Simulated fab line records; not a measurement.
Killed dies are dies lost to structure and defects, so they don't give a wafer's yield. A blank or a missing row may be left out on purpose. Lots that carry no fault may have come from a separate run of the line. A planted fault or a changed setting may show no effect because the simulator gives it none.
Which tool did it? | flow sfqLine | Sampling: 15 lots, 45 wafers, 6 of 325 route steps

== WHAT THE GAUGES SHOWED, per wafer ==
SFQ_M3_RS_MEAS_919: measurement is done with a four-point probe. Usual: M3_NB_RS 0.890 ohm/sq, standard deviation 0.0095.
lot  | measured     | on           | M3_NB_RS (ohm/sq) | flag
L732 | day 26 02:56 | filmMetro-04 | 0.905 0.907 0.901 | 
L735 | day 27 02:57 | filmMetro-02 | 0.883 0.891 0.874 | 
L737 | day 28 00:34 | filmMetro-04 | 0.902 0.894 0.886 | 
L738 | day 28 05:23 | filmMetro-01 | 0.876 0.886 0.876 | 
L740 | day 29 08:59 | filmMetro-02 | 0.895 0.910 0.901 | 
L743 | day 31 04:50 | filmMetro-01 | 0.890 0.886 0.901 | 
L744 | day 32 02:14 | filmMetro-02 | 0.873 0.874 0.875 | 
L745 | day 32 15:05 | filmMetro-01 | 0.901 0.898 0.902 | 
L746 | day 32 17:28 | filmMetro-02 | - - -             | OFF
L747 | day 32 19:53 | filmMetro-02 | - - -             | OFF
L748 | day 33 13:52 | filmMetro-02 | - - -             | OFF
L751 | day 34 18:40 | filmMetro-02 | 0.894 0.894 0.896 | 
L752 | day 35 07:52 | filmMetro-02 | 0.890 0.890 0.882 | 
L753 | day 35 18:40 | filmMetro-02 | 0.889 0.901 0.896 | 
L754 | day 36 07:52 | filmMetro-04 | 0.881 0.873 0.874 | 

SFQ_M3_OVL_MEAS_921. Usual: M3_OVL -1 nm, standard deviation 6.6.
lot  | measured     | on         | M3_OVL (nm) | flag
L732 | day 28 18:02 | overlay-02 | -5 -1 -3    | 
L735 | day 29 19:01 | overlay-01 | -15 -1 -14  | 
L737 | day 30 11:22 | overlay-01 | 9 -1 2      | 
L738 | day 30 16:11 | overlay-01 | 2 10 -1     | 
L740 | day 31 17:19 | overlay-01 | -5 -14 -13  | 
L743 | day 33 17:20 | overlay-02 | -8 -4 -1    | 
L744 | day 34 16:14 | overlay-01 | 13 9 4      | 
L745 | day 35 01:50 | overlay-01 | 1 0 1       | 
L746 | day 35 03:02 | overlay-01 | -7 -5 -8    | 
L747 | day 35 04:14 | overlay-01 | 10 6 8      | 
L748 | day 35 21:02 | overlay-02 | -5 3 -1     | 
L751 | day 37 00:26 | overlay-01 | -5 -8 -1    | 
L752 | day 37 13:19 | overlay-02 | -6 -7 -1    | 
L753 | day 38 05:28 | overlay-02 | 1 5 3       | 
L754 | day 38 19:52 | overlay-02 | -6 -3 -10   | 

SFQ_I4_BOW_MEAS_927. Usual: I4_BOW 4 um, standard deviation 9.
lot  | measured     | on           | I4_BOW (um) | flag
L732 | day 35 10:23 | filmMetro-02 | -9 -9 -19   | 
L735 | day 36 13:41 | filmMetro-03 | 6 14 22     | 
L737 | day 37 07:42 | filmMetro-03 | -5 4 3      | 
L738 | day 37 10:43 | filmMetro-02 | 11 8 9      | 
L740 | day 38 13:20 | filmMetro-02 | -5 -7 -10   | 
L743 | day 40 10:41 | filmMetro-04 | 14 2 1      | 
L744 | day 40 23:40 | filmMetro-03 | -1 3 15     | 
L745 | day 41 14:40 | filmMetro-04 | 10 14 14    | 
L746 | day 41 19:41 | filmMetro-02 | 2 -4 -8     | 
L747 | day 41 22:42 | filmMetro-04 | 7 -8 -2     | 
L748 | day 42 16:41 | filmMetro-04 | 4 4 2       | 
L751 | day 44 01:54 | filmMetro-02 | 16 6 2      | 
L752 | day 44 16:59 | filmMetro-02 | 0 0 2       | 
L753 | day 44 22:59 | filmMetro-02 | 17 2 13     | 
L754 | day 45 13:59 | filmMetro-04 | 6 12 3      | 

== TOOL THAT RAN EACH LOT (tool first, then ch and the chambers of the sampled wafers, then the start) ==
lot  | SFQ_TRILAYER_L0_CAP_PECVD_011  | SFQ_TRILAYER_M3_DEP_SPUTTER_073 | SFQ_TRILAYER_M3_ETCH_METAL_ETCH_078
L732 | pecvd-02 ch 0,1,2, day 3 14:43 | pvdSputter-06, day 26 02:47     | rieMetal-02 ch 0,1, day 28 18:09
L735 | pecvd-04 ch 0,1,2, day 4 06:18 | pvdSputter-05, day 27 02:52     | rieMetal-04 ch 0,1, day 29 19:07
L737 | pecvd-04 ch 0,1, day 4 19:36   | pvdSputter-05, day 28 00:28     | rieMetal-04 ch 0, day 30 11:28
L738 | pecvd-04 ch 0,1,2, day 5 00:24 | pvdSputter-06, day 28 05:16     | rieMetal-04 ch 0,1, day 30 16:18
L740 | pecvd-03 ch 0,1,2, day 5 11:12 | pvdSputter-05, day 29 08:49     | rieMetal-04 ch 0,1, day 31 17:25
L743 | pecvd-03 ch 0,1,2, day 6 02:48 | pvdSputter-05, day 31 04:45     | rieMetal-03 ch 0,1, day 33 17:26
L744 | pecvd-02 ch 0,1,2, day 6 07:36 | pvdSputter-03, day 32 02:08     | rieMetal-04 ch 0, day 34 16:20
L745 | pecvd-02 ch 0,2, day 6 11:54   | pvdSputter-03, day 32 14:59     | rieMetal-03 ch 0,1, day 35 01:56
L746 | pecvd-03 ch 0,1,2, day 6 17:12 | pvdSputter-06, day 32 17:23     | rieMetal-04 ch 0,1, day 35 03:08
L747 | pecvd-04 ch 0,1,2, day 6 20:48 | pvdSputter-03, day 32 19:47     | rieMetal-03 ch 0,1, day 35 04:20
L748 | pecvd-02 ch 0,2, day 7 02:48   | pvdSputter-03, day 33 13:47     | rieMetal-02 ch 0,1, day 35 21:08
L751 | pecvd-02 ch 0,1, day 7 19:46   | pvdSputter-05, day 34 18:35     | rieMetal-02 ch 1, day 37 00:32
L752 | pecvd-03 ch 0,2, day 7 22:00   | pvdSputter-06, day 35 07:47     | rieMetal-02 ch 0,1, day 37 13:25
L753 | pecvd-04 ch 1,2, day 8 05:28   | pvdSputter-06, day 35 18:35     | rieMetal-02 ch 1, day 38 05:34
L754 | pecvd-03 ch 0,1,2, day 8 09:04 | pvdSputter-06, day 36 07:47     | rieMetal-03 ch 0,1, day 38 19:58
- SFQ_TRILAYER_L0_CAP_PECVD_011: deposits SiO2 from SiH4/N2O, time 13.333 s, target thk 60 nm.
- SFQ_TRILAYER_M3_DEP_SPUTTER_073: material Nb, target thk 200 nm, time 133.3 s.
- SFQ_TRILAYER_M3_ETCH_METAL_ETCH_078: etches Nb in Cl2/Ar, stops on SiO2, target depth 240 nm, time 120 s.

== AS READ BY THE TOOLS THEMSELVES (means over the sampled wafers that have a number; for cases with no such wafer, the mark the record gives instead) ==
SFQ_TRILAYER_L0_CAP_PECVD_011. Usual: heaterPowerW 86 W, standard deviation 15; throttleValvePct 24.8 %, standard deviation 1.1.
lot  | tool     | heaterPowerW (W) | throttleValvePct (%) | flag
L732 | pecvd-02 | 92               | 25.3                 | 
L735 | pecvd-04 | 74               | 23.3                 | 
L737 | pecvd-04 | 87               | 24.0                 | 
L738 | pecvd-04 | 77               | 23.5                 | 
L740 | pecvd-03 | 86               | 25.4                 | 
L743 | pecvd-03 | 93               | 25.4                 | 
L744 | pecvd-02 | 92               | 25.4                 | 
L745 | pecvd-02 | 93               | 25.5                 | 
L746 | pecvd-03 | 86               | 25.4                 | 
L747 | pecvd-04 | 79               | 23.7                 | 
L748 | pecvd-02 | 109              | 25.8                 | 
L751 | pecvd-02 | 85               | 25.1                 | 
L752 | pecvd-03 | 89               | 25.6                 | 
L753 | pecvd-04 | 70               | 22.7                 | 
L754 | pecvd-03 | 88               | 25.4                 | 

SFQ_TRILAYER_M3_DEP_SPUTTER_073. Usual: basePressurePa 1.33e-06 Pa, standard deviation 9.1e-08; cathodeDcPowerW 2000.0 W, standard deviation 0.39; chamberPressurePa 0.13331 Pa, standard deviation 0.00027; resputterCathodeVoltageV 400 V, standard deviation 3.7; throttleValvePct 30.6 %, standard deviation 0.99.
lot  | tool          | basePressurePa (Pa) | cathodeDcPowerW (W) | chamberPressurePa (Pa) | resputterCathodeVoltageV (V) | throttleValvePct (%) | flag
L732 | pvdSputter-06 | 1.32e-06            | 1999.8              | 0.13338                | 397                          | 31.1                 | 
L735 | pvdSputter-05 | 1.39e-06            | 1999.7              | 0.13330                | 400                          | 30.6                 | 
L737 | pvdSputter-05 | 1.31e-06            | 1999.9              | 0.13305                | 401                          | 30.7                 | 
L738 | pvdSputter-06 | 1.34e-06            | 2000.4              | 0.13340                | 402                          | 31.7                 | 
L740 | pvdSputter-05 | 1.36e-06            | 2000.3              | 0.13325                | 398                          | 31.0                 | 
L743 | pvdSputter-05 | 1.36e-06            | 2000.2              | 0.13340                | 403                          | 30.6                 | 
L744 | pvdSputter-03 | 1.39e-06            | 2000.1              | 0.13356                | 401                          | 29.7                 | 
L745 | pvdSputter-03 | 1.31e-06            | 1999.9              | 0.13313                | 403                          | 28.7                 | 
L746 | pvdSputter-06 | -                   | -                   | -                      | -                            | -                    | OFF
L747 | pvdSputter-03 | -                   | -                   | -                      | -                            | -                    | OFF
L748 | pvdSputter-03 | -                   | -                   | -                      | -                            | -                    | OFF
L751 | pvdSputter-05 | 1.31e-06            | 1999.8              | 0.13325                | 402                          | 30.4                 | 
L752 | pvdSputter-06 | 1.30e-06            | 2000.4              | 0.13335                | 401                          | 31.5                 | 
L753 | pvdSputter-06 | 1.37e-06            | 2000.1              | 0.13317                | 398                          | 31.4                 | 
L754 | pvdSputter-06 | 1.24e-06            | 2000.1              | 0.13331                | 401                          | 31.6                 | 

SFQ_TRILAYER_M3_ETCH_METAL_ETCH_078. Usual: drypumpMotorCurrentA 5.9 A, standard deviation 0.34; heBacksideLeakSccm 3.50 sccm, standard deviation 0.23; oesProductAu 0.894 a.u., standard deviation 0.0072.
lot  | tool        | drypumpMotorCurrentA (A) | heBacksideLeakSccm (sccm) | oesProductAu (a.u.) | flag
L732 | rieMetal-02 | 6.0                      | 3.57                      | 0.883               | 
L735 | rieMetal-04 | 6.1                      | 3.65                      | 0.893               | 
L737 | rieMetal-04 | 6.4                      | 3.61                      | 0.895               | 
L738 | rieMetal-04 | 6.1                      | 3.54                      | 0.900               | 
L740 | rieMetal-04 | 5.7                      | 3.51                      | 0.885               | 
L743 | rieMetal-03 | 5.9                      | 3.13                      | 0.892               | 
L744 | rieMetal-04 | 6.4                      | 3.47                      | 0.909               | 
L745 | rieMetal-03 | 5.9                      | 3.31                      | 0.886               | 
L746 | rieMetal-04 | 5.8                      | 3.51                      | 0.374               | OFF
L747 | rieMetal-03 | 6.0                      | 3.35                      | 0.377               | OFF
L748 | rieMetal-02 | 6.0                      | 3.81                      | 0.376               | OFF
L751 | rieMetal-02 | 6.2                      | 3.91                      | 0.890               | 
L752 | rieMetal-02 | 6.0                      | 3.60                      | 0.893               | 
L753 | rieMetal-02 | 6.2                      | 3.59                      | 0.889               | 
L754 | rieMetal-03 | 5.9                      | 3.34                      | 0.902               | 

== THE ANSWER, worked out from the rows above alone ==
Rule: take the mean of a lot's wafers that have a number; if it is more than 3 standard deviations from the usual mean, the lot is off. Also off: a lot with no number at a reading for which 4 or more lots have one. All remaining lots with rows at the step are treated as sound. First the gauges in route order, then the tools' own readings, where a lot's mean is used as printed above. The first step at which some lot is off is used, and at that step the reading that is off furthest; a lot without a number counts as furthest.
Off: L746, L747, L748, seen at SFQ_M3_RS_MEAS_919 (M3_NB_RS). Without a number there: L746, L747, L748.
A tool fits if, at a process step before that reading, it ran every lot that is off, and no sound lot after the first of them. The gauges at SFQ_M3_RS_MEAS_919 aren't tried: what is off there is off at SFQ_TRILAYER_M3_DEP_SPUTTER_073 too, on other tools, and a gauge's error can't cause that. Not one of the candidates tried fits.

== WHAT THE SIMULATOR HAD PUT IN ==
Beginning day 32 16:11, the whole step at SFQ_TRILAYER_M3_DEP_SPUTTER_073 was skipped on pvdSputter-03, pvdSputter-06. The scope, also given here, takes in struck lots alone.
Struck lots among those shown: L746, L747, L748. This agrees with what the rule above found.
